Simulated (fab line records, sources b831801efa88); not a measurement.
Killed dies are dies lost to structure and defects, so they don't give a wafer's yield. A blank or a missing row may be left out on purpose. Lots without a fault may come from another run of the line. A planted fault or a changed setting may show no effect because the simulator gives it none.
One fault seen from 2 desks | flow gf180mcu | each desk has only its own numbers; what lay behind them comes last

THE METROLOGY DESK
What the gauges read, lot by lot, whatever tool the lot ran on: means of the sampled wafers that have a number. A lot is out of limits, marked OUT, if its mean lies more than 4 standard deviations from the usual mean; the brackets give that distance.
Columns: A = SAB_CVD_00_THK at GF_SAB_THK_MEAS_01, usual 49.9 nm; B = cd_nm at GF_SAB_CD_MEAS_09, usual 419.6 nm; C = SAB_OVL at GF_SAB_OVL_MEAS_10, usual -0.4 nm
lot  | first seen here | A    | B     | C
L252 | day 15 19:54    | 50.2 | 419.8 | -1.9
L254 | day 16 09:16    | 50.8 | 418.7 | -0.6
L268 | day 21 05:10    | 50.1 | 422.8 | 0.6
L269 | day 21 14:24    | 49.4 | 421.2 | -0.0
L270 | day 21 21:36    | 49.1 | 419.4 | -1.6
L271 | day 22 06:02    | 49.0 | 421.5 | -1.0
This desk's finding: nothing out of limits on any of the 6 lots.

THE TOOL OWNER'S DESK: wet_bench-03
The tool's own readings at GF_SAB_WET_ETCH_12 (etches SiO2 in dHF, target depth 22 nm, time 440 s): means of the sampled wafers that have a number, for each lot that ran on this tool. A lot is out of limits, marked OUT, if its mean lies more than 4 standard deviations from the usual mean; the brackets give that distance.
Columns: A = run_length_s at GF_SAB_WET_ETCH_12, usual 468 s
lot  | first seen here | A
L254 | day 17 06:55    | 473
L268 | day 22 04:28    | 350 (-37) OUT
L269 | day 22 13:13    | 350 (-37) OUT
This desk's finding: out of limits on L268, L269; first on L268, day 22 04:28 (run_length_s at GF_SAB_WET_ETCH_12). In limits: L254.

PUT TOGETHER
The tool owner's desk could have raised an alarm at day 22 04:28, on L268, L269.
The metrology desk saw nothing out of limits.
The metrology desk has L268, L269 on record, within its limits.
Of the lots named, all ran GF_SAB_WET_ETCH_12 on wet_bench-03.

WHAT THE SIMULATOR HAD PUT IN
Process parameter drift: wet_bench-03, from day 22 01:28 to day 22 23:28, at GF_SAB_WET_ETCH_12. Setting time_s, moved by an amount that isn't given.
Lots struck among those shown: L268, L269.
Hours from the fault's start to each desk's first reading out of limits: the tool owner's desk, 3.
